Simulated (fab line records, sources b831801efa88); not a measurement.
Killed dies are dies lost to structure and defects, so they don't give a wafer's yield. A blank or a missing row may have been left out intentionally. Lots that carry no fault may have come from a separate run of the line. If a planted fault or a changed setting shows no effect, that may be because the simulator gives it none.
Chamber matching	flow gf180mcu	GF_V2_CVD_02 on pecvd-04: 3 sister chambers
The step deposits SiO2 from TEOS, target thk 850 nm, time 94.851 s. 6 wafers are shown with their chamber, then 8 later ones without.

WAFERS, EACH WITH ITS CHAMBER
wafer	chamber	heaterPowerW (W)
L078.3	2	707
L080.3	1	685
L081.1	2	721
L081.2	1	627
L081.3	0	657
L081.4	0	700

WAFERS MISSING THEIR CHAMBER
wafer	heaterPowerW (W)
L081.5	664
L081.6	557
L082.1	674
L082.2	645
L082.4	660
L084.4	716
L084.5	635
L084.6	662

EACH ONE'S CHAMBER
wafer	from the rows above	in truth
L081.5	can't be placed: 1 or 0 or 2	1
L081.6	can't be placed: 1 or 0 or 2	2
L082.1	can't be placed: 0 or 1 or 2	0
L082.2	can't be placed: 1 or 0 or 2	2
L082.4	can't be placed: 1 or 0 or 2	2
L084.4	can't be placed: 2 or 0 or 1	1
L084.5	can't be placed: 1 or 0 or 2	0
L084.6	can't be placed: 1 or 0 or 2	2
Correctly placed: 0 of 8. Not placeable from these rows: 8 (in 8, the candidates include the true chamber). 0 placed wrongly.
How it was worked out, from the rows above alone: a wafer's distance from a chamber is the root of the sum, over the readings, of the square of ((its reading less the chamber's mean) divided by the reading's scatter). The wafer belongs to the nearest chamber; if the next one is less than 2 further off, it can't be placed. Each chamber's mean is taken over the wafers shown for it. The scatter is the square root of a quotient: the sum, over the shown wafers, of each reading's squared deviation from its chamber's mean, divided by wafers minus chambers.
